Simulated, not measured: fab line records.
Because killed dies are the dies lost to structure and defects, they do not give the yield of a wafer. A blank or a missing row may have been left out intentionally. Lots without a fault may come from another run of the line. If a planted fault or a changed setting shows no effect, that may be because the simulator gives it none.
What tool caused it? ; flow sky130 ; Sampling: 11 lots, 33 wafers, 2 of 708 route steps

## WHAT THE GAUGES SHOWED, per wafer
SKY_CAP2M_RS_MEAS_03: a four-point-probe measurement.
lot;measured;on;CAP2M_TIN_RS (ohm/sq)
L823;day 39 22:59;film metro-02;6.90 6.94 6.89
L824;day 40 02:01;film metro-01;6.90 6.94 6.88
L825;day 40 10:37;film metro-02;6.95 6.93 6.91
L826;day 40 15:53;film metro-02;6.87 6.85 6.96
L829;day 41 16:01;film metro-04;6.92 6.96 6.87
L828;day 41 20:17;film metro-04;6.89 6.91 6.94
L831;day 42 13:35;film metro-04;6.87 6.89 6.93
L832;day 42 22:32;film metro-02;6.87 6.89 6.83
L839;day 44 16:47;film metro-01;6.79 6.83 6.77
L846;day 46 00:32;film metro-02;6.90 6.84 6.91
L845;day 46 02:45;film metro-04;6.95 6.95 6.90

## EACH LOT AND THE TOOL THAT RAN IT (in order: tool; ch and the chambers of the sampled wafers; start)
lot;SKY_METAL3_SPUTTER_01
L823;pvd sputter-01, day 36 14:16
L824;pvd sputter-01, day 36 17:51
L825;pvd sputter-02, day 37 02:30
L826;pvd sputter-01, day 37 07:27
L829;pvd sputter-04, day 38 09:55
L828;pvd sputter-02, day 38 14:07
L831;pvd sputter-04, day 39 08:29
L832;pvd sputter-01, day 39 17:37
L839;pvd sputter-01, day 41 15:01
L846;pvd sputter-02, day 43 01:12
L845;pvd sputter-02, day 43 03:28
- SKY_METAL3_SPUTTER_01: material TiN, target thk 20 nm, time 16.7 s.

## THE ANSWER, worked out from the rows above alone
Rule: what is usual is taken from the lots themselves. The widest of any qualifying gaps counts: lots, ordered by their means at a reading, are off when they make up no more than a third of the lots, leave a main group of 4 or more, and stand apart from it by 3 or more times the standard deviation of that group's means. A main group is skipped when, at the precision printed for the reading in the tables above, its means are all equal. Also off: a lot with no number at a reading for which 4 or more lots have one. The other lots that the step has rows for count as sound.
Off: L839, at SKY_CAP2M_RS_MEAS_03 (CAP2M_TIN_RS). For the main group the mean is 6.90 ohm/sq and the standard deviation 0.02.
A tool fits if, at a process step before that reading, it ran every lot that is off, and no sound lot after the first of them. Those tools and the gauges at SKY_CAP2M_RS_MEAS_03 are tried in the same way. This does not decide it: 2 tools fit, namely pvd sputter-01 at SKY_METAL3_SPUTTER_01 and film metro-01 at SKY_CAP2M_RS_MEAS_03.

## WHAT THE SIMULATOR HAD INSERTED
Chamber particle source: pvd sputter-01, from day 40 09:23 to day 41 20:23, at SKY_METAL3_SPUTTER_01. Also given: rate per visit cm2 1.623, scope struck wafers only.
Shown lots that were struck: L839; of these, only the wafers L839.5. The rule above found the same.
